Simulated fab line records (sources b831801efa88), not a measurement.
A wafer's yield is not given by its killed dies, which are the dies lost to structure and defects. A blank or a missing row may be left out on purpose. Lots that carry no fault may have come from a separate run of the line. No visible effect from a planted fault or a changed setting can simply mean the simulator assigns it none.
Struck lot and sound lot, side by side	flow sky130	16 out of 708 route steps
Sound: wafers L923.2, L923.4, L923.5. Wafers struck: L927.1, L927.3, L927.6. The cause comes at the end.
At each step with rows: each side's tool, then ch and its chambers, then its first start. Under that, the readings that differ: sound wafers	struck wafers	difference of the means	sigmas: that difference in standard deviations of wafers without a fault.
alike: a reading whose means differ by less than 2 such deviations, as well as words and numbers matching on both sides. not compared: withheld readings; readings where some wafer has no value; bounds like >300 that might hide an equal value; numbers whose values overlap and for which the record gives no deviation.
The two part at a step that has a row with sigmas, a row that says differs or no value, or rows on one side only. When numbers do not overlap yet have no deviation, they are printed without sigmas and do not part them. A reading that every wafer of one side lacks parts them only if that side has two wafers or more.

first, 8 steps without rows for these wafers: SKY_METAL1_DEHYDRATE_07 (time 60 s); SKY_METAL1_HMDS_08 (prime time 60 s); SKY_METAL1_COAT_09 (resist thk 60 nm); SKY_METAL1_COAT_10 (resist thk 450 nm); SKY_METAL1_SOFTBAKE_11 (time 90 s); SKY_METAL1_EXPOSE_12 (exposes mask MM1, target cd 140 nm); SKY_METAL1_PEB_13; SKY_METAL1_DEVELOP_14 (develop time 60 s).
SKY_METAL1_CD_MEAS_15: target cd 140 nm.
  struck on cd sem-02, day 35 11:52; sound on cd sem-02, day 34 15:40
  alike: cd nm
SKY_METAL1_OVL_MEAS_16:
  struck on overlay-01, day 35 11:59; sound on overlay-02, day 34 15:46
  alike: METAL1_OVL
SKY_METAL1_DESCUM_17: chemistry O2, time 8 s.
  sound on rie metal-01 ch 0,1, day 34 15:48; struck on rie metal-01 ch 1, day 35 12:02
  alike: drypump motor current A, oes product au
  not compared: rf hours counter h
SKY_METAL1_ETCH_18: etches BARC in N2/H2, stops on SiO2, time 45.9 s, target depth 60 nm.
  sound on rie metal-01 ch 0,1, day 34 15:50; struck on rie metal-01 ch 1, day 35 12:04
  alike: drypump motor current A, oes product au, rf fwd power W, throttle valve pct
  not compared: rf hours counter h
SKY_METAL1_METAL_ETCH_19: etches the open film in Cl2/BCl3, stops on SiO2, target depth 360 nm, time 78 s.
  sound on rie metal-01 ch 0,1, day 34 15:53; struck on rie metal-01 ch 1, day 35 12:07
reading	sound	struck	difference	sigmas
rf fwd power W (W)	896 890 898	745 743 744	-151	-44
model.KrF-thick_of_METAL1_COAT_10.thk nm (nm)	172.1 170.1 160.5	204.1 197.9 200	+33.1	
model.METAL1.cd nm (nm)	143.1 141.8 140.1	147.8 144.2 147.5	+4.8	
  alike: drypump motor current A, oes product au, throttle valve pct
  not compared: rf hours counter h
SKY_METAL1_STRIP_20: strips in O2/N2.
  sound on plasma asher-01 ch 0,1, day 34 15:59; struck on plasma asher-01 ch 0,1, day 35 12:13
reading	sound	struck	difference	sigmas
oes product au (a.u.)	0.349 0.343 0.342	0.370 0.355 0.363	+0.018	+3
strip time to endpoint s (s)	2.85 2.83 2.72	3.20 3.15 3.14	+0.36	+5
  alike: drypump motor current A
  not compared: rf hours counter h
then, 1 step without rows for these wafers: SKY_METAL1_STRIP_21 (strips in post etch residue remover, time 1200 s).
-- the record jumps here: 12 days lie between the struck wafers' starts before and after (it left off in module METAL1 and takes up again in module PAD_OPEN, whose first step shown is number 708 of the route) --
SKY_PAD_OPEN_PROBE_99:
  record: rows for the struck wafers here (prober-02, day 47 22:34), none for the sound ones

## WHERE THEY PART
First at SKY_METAL1_METAL_ETCH_19; last, within this record, at SKY_PAD_OPEN_PROBE_99.

WHY: what had been put in by the simulator
rie metal-01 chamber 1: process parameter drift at SKY_METAL1_METAL_ETCH_19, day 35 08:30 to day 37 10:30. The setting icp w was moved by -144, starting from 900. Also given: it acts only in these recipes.
